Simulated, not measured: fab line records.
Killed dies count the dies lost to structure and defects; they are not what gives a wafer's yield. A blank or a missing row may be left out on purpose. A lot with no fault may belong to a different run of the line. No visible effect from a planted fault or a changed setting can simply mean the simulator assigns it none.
Struck lot and sound lot, side by side | flow sky130 | 27 steps out of a route of 708
Sound: the wafers L639.2, L639.3, L639.5. Struck: wafer L651.4 (L651.3, L651.6, from the same lot, were not struck and are left out); the cause is given at the end.
At each step with rows: each side's tool, then ch and its chambers, then its first start. Under that, the readings that differ: sound wafers | struck wafers | difference of the means | sigmas: that difference in standard deviations of wafers without a fault.
alike: a reading whose means differ by less than 2 such deviations, as well as words and numbers matching on both sides. not compared: withheld readings; readings where some wafer has no value; bounds like >300 that might hide an equal value; numbers whose values overlap and for which the record gives no deviation.
A row with sigmas, a row that says differs or no value, or rows on one side alone: a step with any of these is where the two part. Numbers that don't overlap but have no deviation are shown without sigmas and don't part them. A reading that every wafer of one side lacks parts them only if that side has two wafers or more.

first, 5 steps without rows for these wafers: SKY_VIA4_ETCH_12 (etches SiO2 in C4F8/O2/Ar, stops on TiN, target depth 580 nm); SKY_VIA4_STRIP_13 (strips in O2/N2); SKY_VIA4_STRIP_14 (strips in post etch residue remover, time 1200 s); SKY_VIA4_CLEAN_15 (cleans in IPA, time 180 s); SKY_VIA4_CLEAN_16 (cleans in O3/DIW).
SKY_VIA4_SPUTTER_17: material TiN, target thk 20 nm, time 80 s.
  sound: pvd-sputter-03 at day 44 12:38; struck: pvd-sputter-03 at day 47 09:22
  alike: throttle-valve-pct
SKY_VIA4_CVD_18: deposits W, target thk 505 nm, time 152.14 s.
  sound on cvd-w-01 ch 1, day 44 12:41; struck on cvd-w-02 ch 0, day 47 09:29
  alike: heater-power-w
SKY_VIA4_RS_MEAS_19: a four-point-probe measurement.
  sound: film-metro-02 at day 44 12:52; struck: film-metro-02 at day 47 09:37
  alike: VIA4_W_RS
SKY_VIA4_THK_MEAS_20: measures by xrf.
  sound: film-metro-02 at day 44 12:58; struck: film-metro-02 at day 47 09:43
  alike: VIA4_W_THK
SKY_VIA4_CMP_21: polishes, stops on SiO2, t overpolish 25 s, target thk 0 nm.
  sound on cmp-01 ch 2,3, day 44 13:01; struck on cmp-02 ch 1, day 47 09:49
  reading              | sound                | struck | difference | sigmas
  overpolish-run-s (s) | 25.014 24.999 25.010 | 24.986 | -0.022     | -2
  alike: motor-current-A, time-to-endpoint-s
SKY_METAL5_SPUTTER_00: material Ti, target thk 15 nm, time 10 s.
  sound: pvd-sputter-01 at day 44 13:19; struck: pvd-sputter-04 at day 47 10:04
  alike: throttle-valve-pct
then, 1 step without rows for these wafers: SKY_METAL5_SPUTTER_01 (material TiN, target thk 20 nm, time 16.7 s).
SKY_METAL5_SPUTTER_02: material AlCu, target thk 1150 nm, time 61.2 s.
  sound: pvd-sputter-01 at day 44 13:22; struck: pvd-sputter-04 at day 47 10:07
  reading                                     | sound          | struck | difference | sigmas
  model.AlCu_of_METAL5_SPUTTER_02.thk-nm (nm) | 1150 1176 1145 | 566.7  | -590.3     |
  alike: throttle-valve-pct
then, 2 steps without rows for these wafers: SKY_METAL5_SPUTTER_03 (material Ti, target thk 5 nm, time 3.3 s); SKY_METAL5_SPUTTER_04 (material TiN, target thk 70 nm, time 58.3 s).
SKY_METAL5_RS_MEAS_05: a four-point-probe measurement.
  sound: film-metro-04 at day 44 13:31; struck: film-metro-03 at day 47 10:34
  reading                 | sound                | struck | difference | sigmas
  METAL5_ALCU_RS (ohm/sq) | 0.0271 0.0265 0.0272 | 0.0551 | +0.0282    | +78
  not compared: hold
SKY_METAL5_THK_MEAS_06: measures by xrf.
  sound: film-metro-04 at day 44 13:37; struck: film-metro-03 at day 47 14:04
  reading              | sound          | struck | difference | sigmas
  METAL5_ALCU_THK (nm) | 1170 1204 1168 | 569    | -612       | -36
  not compared: hold
then, 7 steps without rows for these wafers: SKY_METAL5_HMDS_08 (prime time 60 s); SKY_METAL5_COAT_09 (resist thk 1800 nm); SKY_METAL5_SOFTBAKE_10 (time 60 s); SKY_METAL5_EXPOSE_11 (exposes mask MM5, target cd 1600 nm); SKY_METAL5_PEB_12; SKY_METAL5_DEVELOP_13 (develop time 60 s); SKY_METAL5_DESCUM_14 (chemistry O2, time 11 s).
SKY_METAL5_METAL_ETCH_15: etches the open film in Cl2/BCl3, stops on SiO2, target depth 1260 nm, time 252 s.
  sound on rie-metal-04 ch 0, day 45 11:19; struck on rie-metal-03 ch 0, day 48 05:41
  reading               | sound             | struck | difference | sigmas
  oes-product-au (a.u.) | 0.882 0.899 0.891 | 0.659  | -0.232     | -42
  alike: drypump-motor-current-A, he-backside-leak-sccm, throttle-valve-pct
  not compared: rf-hours-counter-h
SKY_METAL5_STRIP_16: strips in O2/N2.
  sound on plasma-asher-02 ch 0,1, day 45 11:32; struck on plasma-asher-04 ch 1, day 48 05:53
  alike: drypump-motor-current-A, oes-product-au, strip-time-to-endpoint-s
  not compared: rf-hours-counter-h
SKY_PAD_OPEN_PROBE_99:
  sound: prober-02 at day 47 09:01; struck: prober-01 at day 49 21:44
  reading                       | sound                   | struck  | difference | sigmas
  model.etest.via4-chain.rc-ohm | 0.7923 0.7825 0.7677    | 0.8201  | +0.0393    |
  model.etest.met5.rs-ohm-sq    | 0.02735 0.02661 0.02702 | 0.05571 | +0.02872   |
  model.etest.met5.line-ohm-um  | 0.01696 0.01658 0.01681 | 0.03472 | +0.01794   |
  alike: defect-limited-yield, killed_at_M0_to_M3, killed_at_M4_up, killed-at-contacts, killed-at-front-end, killed-at-other, killed-dies, killed-open, killed-short, sort_bin_3_pad_short, sort_bin_5_function, sort_bin_6_memory, sort-n-pass, sort-yield-pct

## WHERE THEY PART
Earliest at SKY_VIA4_CMP_21; latest, in this record, at SKY_METAL5_METAL_ETCH_15. Later steps at which nothing parts them and some readings are alike: SKY_METAL5_STRIP_16, SKY_PAD_OPEN_PROBE_99.

WHY: what the simulator had put in
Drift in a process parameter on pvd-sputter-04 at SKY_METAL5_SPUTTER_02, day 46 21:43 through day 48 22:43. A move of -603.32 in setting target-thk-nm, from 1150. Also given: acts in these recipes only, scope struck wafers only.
